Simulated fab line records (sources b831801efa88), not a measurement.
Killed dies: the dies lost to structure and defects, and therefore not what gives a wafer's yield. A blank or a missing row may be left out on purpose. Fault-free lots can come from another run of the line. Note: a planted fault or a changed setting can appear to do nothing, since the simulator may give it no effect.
What tool caused it? -- flow gf180mcu -- Sampling: 12 lots, 36 wafers, 4 of 602 route steps

WHAT THE GAUGES READ, wafer by wafer
GF_POLY_GATE_THK_MEAS_17.
lot,measured,on,POLY_GATE_OXIDATION_THK (nm)
L768,day 9 08:52,film_metro-02,4.03 4.10 4.02
L771,day 10 04:09,film_metro-02,3.97 4.07 4.05
L772,day 10 11:46,film_metro-03,3.96 4.02 4.07
L774,day 11 05:32,film_metro-02,4.03 3.97 4.01
L775,day 11 11:14,film_metro-03,3.95 3.95 3.94
L776,day 11 17:02,film_metro-03,3.98 3.91 3.94
L784,day 14 03:05,film_metro-03,4.03 4.19 4.10
L787,day 15 01:50,film_metro-02,3.91 3.90 3.97
L788,day 15 10:24,film_metro-03,3.92 4.01 3.89
L789,day 15 15:24,film_metro-03,3.84 3.85 3.89
L790,day 15 19:13,film_metro-03,3.88 3.98 3.99
L791,day 16 04:04,film_metro-02,3.93 3.97 3.85

TOOL THAT RAN EACH LOT (tool first, then ch and the chambers of the sampled wafers, then the start)
lot,GF_MVPSD_STRIP_10,GF_DUAL_GATE_OXIDATION_15,GF_POLY_GATE_STRIP_14
L768,"plasma_asher-04 ch 0,1, day 5 00:48","furnace-02 ch 0, day 8 11:26","plasma_asher-04 ch 0,1, day 9 07:28"
L771,"plasma_asher-03 ch 0,1, day 5 18:46","furnace-02 ch 0, day 9 06:35","plasma_asher-01 ch 0,1, day 10 02:45"
L772,"plasma_asher-03 ch 0,1, day 6 00:19","furnace-01 ch 0, day 9 13:02","plasma_asher-01 ch 0,1, day 10 09:31"
L774,"plasma_asher-03 ch 0,1, day 6 15:30","furnace-01 ch 0, day 10 05:31","plasma_asher-02 ch 0,1, day 11 04:07"
L775,"plasma_asher-01 ch 0,1, day 6 21:35","furnace-01 ch 0, day 10 10:41","plasma_asher-01 ch 0,1, day 11 09:50"
L776,"plasma_asher-04 ch 0,1, day 7 02:22","furnace-01 ch 0, day 10 18:00","plasma_asher-02 ch 0,1, day 11 15:37"
L784,"plasma_asher-03 ch 0,1, day 9 02:24","furnace-02 ch 0, day 13 01:38","plasma_asher-02 ch 0,1, day 14 01:41"
L787,"plasma_asher-03 ch 0,1, day 9 20:16","furnace-02 ch 0, day 13 23:31","plasma_asher-01 ch 0,1, day 14 23:46"
L788,"plasma_asher-03 ch 0,1, day 10 03:05","furnace-01 ch 0, day 14 08:02","plasma_asher-04 ch 0,1, day 15 08:37"
L789,"plasma_asher-01 ch 0,1, day 10 07:40","furnace-01 ch 0, day 14 09:57","plasma_asher-02 ch 0,1, day 15 11:10"
L790,"plasma_asher-01 ch 0,1, day 10 10:54","furnace-01 ch 0, day 14 14:34","plasma_asher-02 ch 0,1, day 15 16:49"
L791,"plasma_asher-01 ch 0,1, day 10 20:33","furnace-01 ch 0, day 15 01:05","plasma_asher-01 ch 0,1, day 16 02:40"
- GF_MVPSD_STRIP_10: strips in O2/N2.
- GF_DUAL_GATE_OXIDATION_15: stabilise 600 s, purge 300 s, target thk 7.098 nm.
- GF_POLY_GATE_STRIP_14: strips in O2/N2.

WHAT THE TOOLS THEMSELVES READ (means of the sampled wafers that have a number; where no wafer has one, the mark that the record gives instead)
GF_MVPSD_STRIP_10.
lot,tool,drypump_motor_current_A (A),heater_power_w (W),oes_product_au (a.u.),strip_time_to_endpoint_s (s)
L768,plasma_asher-04,6.1,346,0.724,37.03
L771,plasma_asher-03,6.4,343,0.720,36.99
L772,plasma_asher-03,6.2,324,0.724,37.04
L774,plasma_asher-03,6.5,341,0.719,37.11
L775,plasma_asher-01,5.7,303,0.721,36.95
L776,plasma_asher-04,6.0,336,0.714,36.89
L784,plasma_asher-03,6.2,326,0.722,37.06
L787,plasma_asher-03,6.5,346,0.718,36.83
L788,plasma_asher-03,6.4,337,0.720,36.81
L789,plasma_asher-01,5.6,299,0.722,36.98
L790,plasma_asher-01,5.7,308,0.723,37.07
L791,plasma_asher-01,5.7,307,0.723,37.08

GF_DUAL_GATE_OXIDATION_15.
lot,tool,spike_tc_bottom_C (C),spike_tc_centre_C (C),spike_tc_lower_C (C),spike_tc_top_C (C),spike_tc_upper_C (C),tube_center_temp_C (C),tube_center_temp_C_max
L768,furnace-02,869.4,849.3,846.6,863.8,850.0,850.00,852.5
L771,furnace-02,869.2,850.7,847.7,864.1,848.6,849.93,852.0
L772,furnace-01,866.5,850.2,851.6,864.0,849.8,849.98,852.1
L774,furnace-01,866.5,850.9,852.1,862.5,850.0,849.97,852.1
L775,furnace-01,888.9,871.6,872.6,884.9,871.8,872.17,874.5
L776,furnace-01,888.2,871.7,873.6,885.4,871.9,872.16,874.2
L784,furnace-02,870.0,850.9,847.5,865.7,850.4,849.99,852.3
L787,furnace-02,869.5,851.8,846.6,864.7,851.0,850.05,852.2
L788,furnace-01,867.3,850.3,851.1,864.5,850.5,849.98,852.1
L789,furnace-01,867.1,849.9,850.9,863.4,850.4,850.06,852.0
L790,furnace-01,867.1,850.5,852.4,862.7,850.6,850.08,852.4
L791,furnace-01,866.2,850.1,851.2,863.2,850.0,850.05,852.4

GF_POLY_GATE_STRIP_14.
lot,tool,drypump_motor_current_A (A),heater_power_w (W),oes_product_au (a.u.)
L768,plasma_asher-04,6.0,342,0.502
L771,plasma_asher-01,5.7,301,0.506
L772,plasma_asher-01,5.7,300,0.507
L774,plasma_asher-02,6.0,346,0.506
L775,plasma_asher-01,5.7,302,0.503
L776,plasma_asher-02,6.0,343,0.513
L784,plasma_asher-02,5.8,330,0.501
L787,plasma_asher-01,5.7,309,0.501
L788,plasma_asher-04,6.0,342,0.503
L789,plasma_asher-02,5.8,330,0.506
L790,plasma_asher-02,5.8,330,0.501
L791,plasma_asher-01,5.7,304,0.505

THE ANSWER, worked out from the rows above alone
Rule: what is usual is taken from the lots themselves. Put in order of their means at a reading, lots are off if they are a third of the lots or fewer, leave a main group of 4 or more, and stand apart from it by a gap of 3 or more times the standard deviation of the main group's means; of several such gaps the widest counts. A main group whose means are all the same, to the digits that the tables above print for the reading, isn't used. A lot without any number at a reading at which 4 lots or more have one is off too. The other lots that the step has rows for count as sound. First the gauges in route order, then the tools' own readings, where a lot's mean is used as printed above. At the first step where some lot is off, the reading lying furthest off is the one used; lots without a number count as furthest.
Off: L775, L776, at GF_DUAL_GATE_OXIDATION_15 (tube_center_temp_C). The main group: mean 850.01 C, standard deviation 0.046.
If a tool, at that step or one of the process steps before it, ran each lot that is off and ran no sound lot following the first of them, it fits. Not one of the candidates tried fits.

WHAT HAD BEEN PUT IN BY THE SIMULATOR
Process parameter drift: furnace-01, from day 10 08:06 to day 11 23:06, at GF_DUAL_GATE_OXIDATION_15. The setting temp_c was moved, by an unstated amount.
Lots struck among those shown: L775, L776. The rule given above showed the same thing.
